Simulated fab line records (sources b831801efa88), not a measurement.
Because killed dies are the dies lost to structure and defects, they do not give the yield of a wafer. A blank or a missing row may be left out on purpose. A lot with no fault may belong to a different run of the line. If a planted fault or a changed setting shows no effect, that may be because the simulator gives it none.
Which tool is to blame? ; flow sky130 ; 13 lots with 39 wafers sampled at 4 steps, on a route of 708 steps

== WHAT THE GAUGES SHOWED, per wafer ==
SKY_SD_P_TW_MEAS_11. Usual: SD_P_TW 2841, standard deviation 35.
lot;measured;on;SD_P_TW;flag
L712;day 26 15:10;film-metro-03;2849 2884 2854;
L715;day 27 10:16;film-metro-04;2872 2862 2870;
L716;day 27 23:10;film-metro-03;2853 2856 2850;
L717;day 28 09:50;film-metro-04;2873 2881 2885;
L718;day 28 17:22;film-metro-03;2864 2867 2885;
L719;day 29 10:10;film-metro-03;2847 2874 2843;
L720;day 29 17:19;film-metro-04;2847 2863 2859;
L722;day 30 02:10;film-metro-03;2849 2854 2849;
L724;day 31 02:40;film-metro-01;2784 2788 2781;
L727;day 31 16:19;film-metro-03;2878 2885 2883;
L728;day 31 23:35;film-metro-01;2805 2794 2794;
L730;day 32 08:39;film-metro-01;2803 2807 2807;
L729;day 32 11:37;film-metro-04;2847 2848 2861;

SKY_LI_CONTACT_CD_MEAS_12: target cd 170 nm. Usual: cd-nm at 169.7 nm, with a standard deviation of 1.7.
lot;measured;on;cd-nm (nm);flag
L712;day 30 07:15;cd-sem-01;168.6 167.0 169.0;
L715;day 31 01:00;cd-sem-01;168.7 166.9 169.5;
L716;day 31 14:41;cd-sem-01;169.2 169.2 170.8;
L717;day 32 00:56;cd-sem-02;168.6 168.1 168.0;
L718;day 32 07:54;cd-sem-02;169.1 166.5 168.2;
L719;day 33 00:17;cd-sem-01;167.4 169.0 168.0;
L720;day 33 07:53;cd-sem-02;167.9 166.2 165.9;
L722;day 33 15:53;cd-sem-01;170.6 170.6 169.4;
L724;day 34 15:33;cd-sem-02;170.8 170.5 170.2;
L727;day 35 03:40;cd-sem-02;170.7 169.6 170.1;
L728;day 35 11:14;cd-sem-01;168.8 169.3 169.5;
L730;day 35 20:55;cd-sem-02;169.0 170.4 170.7;
L729;day 36 00:14;cd-sem-02;171.1 170.5 170.3;

== TOOL THAT RAN EACH LOT (tool first, then ch and the chambers of the sampled wafers, then the start) ==
lot;SKY_LDD_LDN_IMPLANT_11;SKY_SD_P_STRIP_10
L712;implanter-01 ch 0, day 23 21:23;plasma-asher-03 ch 0,1, day 26 15:04
L715;implanter-04 ch 0, day 24 20:50;plasma-asher-01 ch 0,1, day 27 10:09
L716;implanter-01 ch 0, day 25 09:47;plasma-asher-02 ch 0,1, day 27 23:05
L717;implanter-04 ch 0, day 25 20:07;plasma-asher-03 ch 0,1, day 28 09:44
L718;implanter-03 ch 0, day 26 04:47;plasma-asher-01 ch 0,1, day 28 17:16
L719;implanter-01 ch 0, day 26 20:43;plasma-asher-03 ch 0,1, day 29 10:04
L720;implanter-03 ch 0, day 27 05:26;plasma-asher-01 ch 0,1, day 29 17:13
L722;implanter-01 ch 0, day 27 14:53;plasma-asher-01 ch 1, day 30 02:04
L724;implanter-04 ch 0, day 28 14:37;plasma-asher-01 ch 0,1, day 31 02:34
L727;implanter-01 ch 0, day 29 03:04;plasma-asher-02 ch 0,1, day 31 16:13
L728;implanter-01 ch 0, day 29 13:07;plasma-asher-03 ch 0,1, day 31 23:29
L730;implanter-01 ch 0, day 29 22:05;plasma-asher-01 ch 0, day 32 08:32
L729;implanter-01 ch 0, day 30 01:04;plasma-asher-03 ch 0,1, day 32 11:31
- SKY_LDD_LDN_IMPLANT_11
- SKY_SD_P_STRIP_10: strips in O2/N2.

== WHAT THE TOOLS THEMSELVES READ (means of the sampled wafers that have a number; where no wafer has one, the mark that the record gives instead) ==
SKY_LDD_LDN_IMPLANT_11. Usual: beam-energy-keV 15.000, standard deviation 0.0045; dose-ions-cm2 1.2498e+13, standard deviation 1.3e+10.
lot;tool;beam-energy-keV;dose-ions-cm2;flag
L712;implanter-01;14.996;1.2500e+13;
L715;implanter-04;15.005;1.2493e+13;
L716;implanter-01;14.996;1.2511e+13;
L717;implanter-04;15.005;1.2501e+13;
L718;implanter-03;14.998;1.2498e+13;
L719;implanter-01;14.999;1.2498e+13;
L720;implanter-03;15.006;1.2490e+13;
L722;implanter-01;15.002;1.2500e+13;
L724;implanter-04;14.997;1.2500e+13;
L727;implanter-01;14.995;1.2497e+13;
L728;implanter-01;19.087;1.2517e+13;OFF
L730;implanter-01;19.091;1.2504e+13;OFF
L729;implanter-01;19.092;1.2518e+13;OFF

SKY_SD_P_STRIP_10. Usual: drypump-motor-current-A 5.7 A, standard deviation 0.45; oes-product-au 0.617 a.u., standard deviation 0.0045; strip-time-to-endpoint-s 17.49 s, standard deviation 0.045.
lot;tool;drypump-motor-current-A (A);oes-product-au (a.u.);strip-time-to-endpoint-s (s);flag
L712;plasma-asher-03;5.3;0.619;17.50;
L715;plasma-asher-01;6.1;0.611;17.57;
L716;plasma-asher-02;5.7;0.619;17.47;
L717;plasma-asher-03;5.4;0.616;17.48;
L718;plasma-asher-01;6.1;0.619;17.56;
L719;plasma-asher-03;5.4;0.617;17.44;
L720;plasma-asher-01;6.0;0.619;17.47;
L722;plasma-asher-01;5.4;0.617;17.52;
L724;plasma-asher-01;6.1;0.618;17.49;
L727;plasma-asher-02;5.7;0.619;17.51;
L728;plasma-asher-03;5.4;0.615;17.43;
L730;plasma-asher-01;6.3;0.617;17.48;
L729;plasma-asher-03;5.4;0.620;17.45;

== THE ANSWER, worked out from the rows above alone ==
Rule: a lot is off if the mean of its wafers that have a number lies more than 3 standard deviations from the usual mean. A lot without any number at a reading at which 4 lots or more have one is off too. All remaining lots with rows at the step are treated as sound. After the gauges, taken in route order, come the tools' own readings; for these a lot's mean is taken, as printed above. At the first step where some lot is off, the reading lying furthest off is the one used; lots without a number count as furthest.
Off at SKY_LDD_LDN_IMPLANT_11 (beam-energy-keV): L728, L730, L729.
A tool fits if, at that step or a process step before it, it ran every lot that is off, and no sound lot after the first of them. One fits: implanter-01 at SKY_LDD_LDN_IMPLANT_11. A fault onset in the window from L727 (day 29 03:04, its last sound lot) to L728 (day 29 13:07, its first lot off) fits.
On the lots that are off, the tool's own readings at SKY_LDD_LDN_IMPLANT_11 differ by more than 5 times the standard deviation of the sound lots' means, which bears it out; beam-energy-keV reads 19.090 there versus 15.000 on the sound lots.

== WHAT THE SIMULATOR HAD INSERTED ==
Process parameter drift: implanter-01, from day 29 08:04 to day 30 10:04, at SKY_LDD_LDN_IMPLANT_11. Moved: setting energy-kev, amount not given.
Lots struck among those shown: L728, L730, L729. Same finding as the rule above.
